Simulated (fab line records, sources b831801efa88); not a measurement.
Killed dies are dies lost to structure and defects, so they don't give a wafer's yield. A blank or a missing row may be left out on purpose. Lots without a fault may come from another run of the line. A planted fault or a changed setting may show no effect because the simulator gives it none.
Chamber matching | flow sky130 | SKY_VIA4_CMP_02 on cmp-01: 4 sister chambers
The step polishes SiO2. 8 wafers are shown with their chamber, then 7 later ones without.

WAFERS WITH THEIR CHAMBER
wafer  | chamber | motor_current_A (A) | edge_zone_pressure_frac
L619.6 | 1       | 11.6                | 0.995
L631.3 | 3       | 11.9                | 1.003
L632.4 | 3       | 12.3                | 0.997
L636.2 | 1       | 12.6                | 1.007
L636.4 | 0       | 10.1                | 1.004
L636.6 | 2       | 11.2                | 0.988
L637.2 | 0       | 10.1                | 1.008
L637.4 | 2       | 12.0                | 1.000

WAFERS WITHOUT THEIR CHAMBER
wafer  | motor_current_A (A) | edge_zone_pressure_frac
L637.6 | 12.4                | 1.003
L640.2 | 10.6                | 0.994
L640.4 | 12.8                | 0.999
L640.6 | 11.3                | 1.006
L641.2 | 10.5                | 1.013
L641.3 | 12.0                | 1.007
L641.5 | 10.5                | 1.012

WHICH CHAMBER EACH WENT THROUGH
wafer  | from the rows above               | in truth
L637.6 | can't be placed: 1 or 3 or 2      | 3
L640.2 | can't be placed: 2 or 0 or 3 or 1 | 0
L640.4 | can't be placed: 3 or 1 or 2      | 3
L640.6 | can't be placed: 1 or 3 or 2 or 0 | 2
L641.2 | 0                                 | 0
L641.3 | can't be placed: 1 or 3 or 2      | 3
L641.5 | 0                                 | 0
Placed correctly: 2 of 7. Can't be placed from these rows: 5 (the true chamber is among the candidates in 5). Placed wrongly: 0.
How it was worked out, from the rows above alone: a wafer's distance from a chamber is the root of the sum, over the readings, of the square of ((its reading less the chamber's mean) divided by the reading's scatter). The wafer belongs to the nearest chamber; if the next one is less than 2 further off, it can't be placed. A chamber's mean is the mean of its shown wafers. The scatter: the root of (the sum of the squares of (reading less its chamber's mean) over the shown wafers, divided by (wafers less chambers)).
